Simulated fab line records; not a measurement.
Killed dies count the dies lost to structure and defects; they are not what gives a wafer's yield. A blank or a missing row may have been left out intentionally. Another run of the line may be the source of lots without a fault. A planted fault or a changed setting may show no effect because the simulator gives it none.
Struck lot and sound lot, side by side ; flow sky130 ; 20 out of 708 route steps
Sound: wafers L142.1, L142.3, L142.6. Struck: wafer L147.5. (L147.1, L147.4 of the same lot were not struck and are left out.) The cause comes at the end.
At each step with rows: each side's tool, then ch and its chambers, then its first start. Under that, the readings that differ: sound wafers ; struck wafers ; difference of the means ; sigmas: that difference in standard deviations of wafers without a fault.
alike: a reading whose means differ by less than 2 such deviations, as well as words and numbers matching on both sides. not compared: withheld readings; readings where some wafer has no value; bounds like >300 that might hide an equal value; numbers whose values overlap and for which the record gives no deviation.
Wherever a step has rows on one side only, a row that says differs or no value, or a row with sigmas, the two part there. Numbers that don't overlap but have no deviation are shown without sigmas and don't part them. A reading missing from all wafers of one side parts the sides only when that side holds two or more wafers.

first, 1 step without rows for these wafers: SKY_FIELD_ISO_DEVELOP_12 (develop time 60 s).
SKY_FIELD_ISO_CD_MEAS_13 targets a cd of 150 nm.
  sound on cdSem-02, day 2 12:32; struck on cdSem-02, day 3 13:25
  alike: cdNm
SKY_FIELD_ISO_ETCH_14: etches BARC in N2/H2, stops on SiO2, time 45.9 s, target depth 60 nm.
  sound on rieDiel-01 ch 0,1, day 2 12:40; struck on rieDiel-02 ch 1, day 3 13:32
  alike: biasW, drypumpMotorCurrentA, oesProductAu, throttleValvePct
  not compared: rfHoursCounterH
SKY_FIELD_ISO_ETCH_15: etches the open film in CHF3/O2, stops on Si, target depth 180 nm, time 72 s.
  sound on rieDiel-01 ch 0,1, day 2 12:43; struck on rieDiel-02 ch 1, day 3 13:35
  alike: biasW, drypumpMotorCurrentA, oesProductAu, throttleValvePct
  not compared: rfHoursCounterH
SKY_FIELD_ISO_STRIP_16: strips in O2/N2.
  sound on plasmaAsher-03 ch 1, day 2 12:46; struck on plasmaAsher-01 ch 1, day 3 13:38
reading;sound;struck;difference;sigmas
drypumpMotorCurrentA (A);5.22 5.22 5.24;5.83;+0.60;+2
  alike: oesProductAu, stripTimeToEndpointS
  not compared: rfHoursCounterH
SKY_FIELD_ISO_ETCH_17: etches Si in HBr/Cl2/O2, target depth 342 nm, time 97.7 s.
  sound on rieSi-01 ch 0,1,2, day 2 12:52; struck on rieSi-01 ch 2, day 3 13:44
reading;sound;struck;difference;sigmas
HBr_flow_sccm (sccm);149.9 150.1 150.0;148.9;-1.1;-2
  alike: biasW, drypumpMotorCurrentA, oesProductAu, throttleValvePct
  not compared: rfHoursCounterH
then, 5 steps without rows for these wafers: SKY_FIELD_ISO_WET_ETCH_18 (etches Si3N4 in H3PO4, target depth 25 nm, time 286 s); SKY_FIELD_ISO_CLEAN_19 (cleans in SC1/SC2, time 150 s); SKY_FIELD_ISO_CLEAN_20 (cleans in dHF, time 20 s); SKY_FIELD_ISO_WET_ETCH_21 (etches SiO2 in dHF, target depth 20 nm, time 400 s); SKY_FIELD_ISO_OXIDATION_22 (stabilise 600 s, purge 300 s, target thk 10 nm).
SKY_FIELD_ISO_THK_MEAS_23:
  sound on filmMetro-01, day 2 15:25; struck on filmMetro-02, day 3 16:04
  alike: FIELD_ISO_OXIDATION_01_THK
SKY_FIELD_ISO_CVD_24: deposits SiO2, target thk 595 nm, time 99.2 s.
  sound on hdpcvd-01 ch 0,1,2, day 2 15:29; struck on hdpcvd-01 ch 1, day 3 16:07
reading;sound;struck;difference;sigmas
model.SiO2_of_FIELD_ISO_CVD_24.thkNm (nm);591.3 590.8 585.7;274.7;-314.6;
  alike: pressureMtorr
SKY_FIELD_ISO_THK_MEAS_25:
  sound on filmMetro-02, day 2 15:33; struck on filmMetro-03, day 3 16:25
reading;sound;struck;difference;sigmas
FIELD_ISO_CVD_24_THK (nm);592 591 586;275;-315;-44
  not compared: hold
SKY_FIELD_ISO_CMP_27: polishes, stops on Si3N4, t overpolish 16 s, target thk 457.8 nm.
  sound on cmp-01 ch 2,3, day 2 19:04; struck on cmp-02 ch 2, day 3 22:04
reading;sound;struck;difference;sigmas
timeToEndpointS (s);114 111 111;48;-64;-13
  alike: edgeZonePressureFrac, motorCurrentA, platenRpm
then, 2 steps without rows for these wafers: SKY_FIELD_ISO_WET_ETCH_28 (etches SiO2 in dHF, target depth 23.7 nm, time 47 s); SKY_FIELD_ISO_WET_ETCH_29 (etches Si3N4 in H3PO4, target depth 160 nm, time 1825 s).
SKY_FIELD_ISO_WET_ETCH_30: etches SiO2 in dHF, target depth 25 nm, time 50 s.
  sound on wetBench-01 ch 2, day 2 19:55; struck on wetBench-03 ch 3, day 3 23:25
reading;sound;struck;difference;sigmas
model.SiO2_of_FIELD_ISO_CVD_24.thkNm (nm);406.1 406.8 407.1;222;-185;
  alike: tempC
then, 1 step without rows for these wafers: SKY_NWELL_CLEAN_00 (cleans in SC1/SC2, time 150 s).
-- the record jumps here: 43 days lie between the struck wafers' starts before and after (it left off in module NWELL and takes up again in module PAD_OPEN, whose first step shown is number 708 of the route) --
SKY_PAD_OPEN_PROBE_99:
  sound on prober-02, day 46 06:02; struck on prober-02, day 47 07:24
reading;sound;struck;difference;sigmas
hold;- - -;awaitDispo/4.8h/release;no value on the sound wafers;
killedAtFrontEnd;14 11 14;439;+426;+97
killedDies;72 81 82;492;+414;+44
killedOnRim;8 15 20;96;+82;+20
  alike: killed_at_M0_to_M3, killed_at_M4_up, killedAtContacts, killedAtOther, killedOpen, killedShort

WHERE THEY PART
Last at SKY_PAD_OPEN_PROBE_99 as far as this record goes, first at SKY_FIELD_ISO_STRIP_16.

WHY: the cause the simulator had injected
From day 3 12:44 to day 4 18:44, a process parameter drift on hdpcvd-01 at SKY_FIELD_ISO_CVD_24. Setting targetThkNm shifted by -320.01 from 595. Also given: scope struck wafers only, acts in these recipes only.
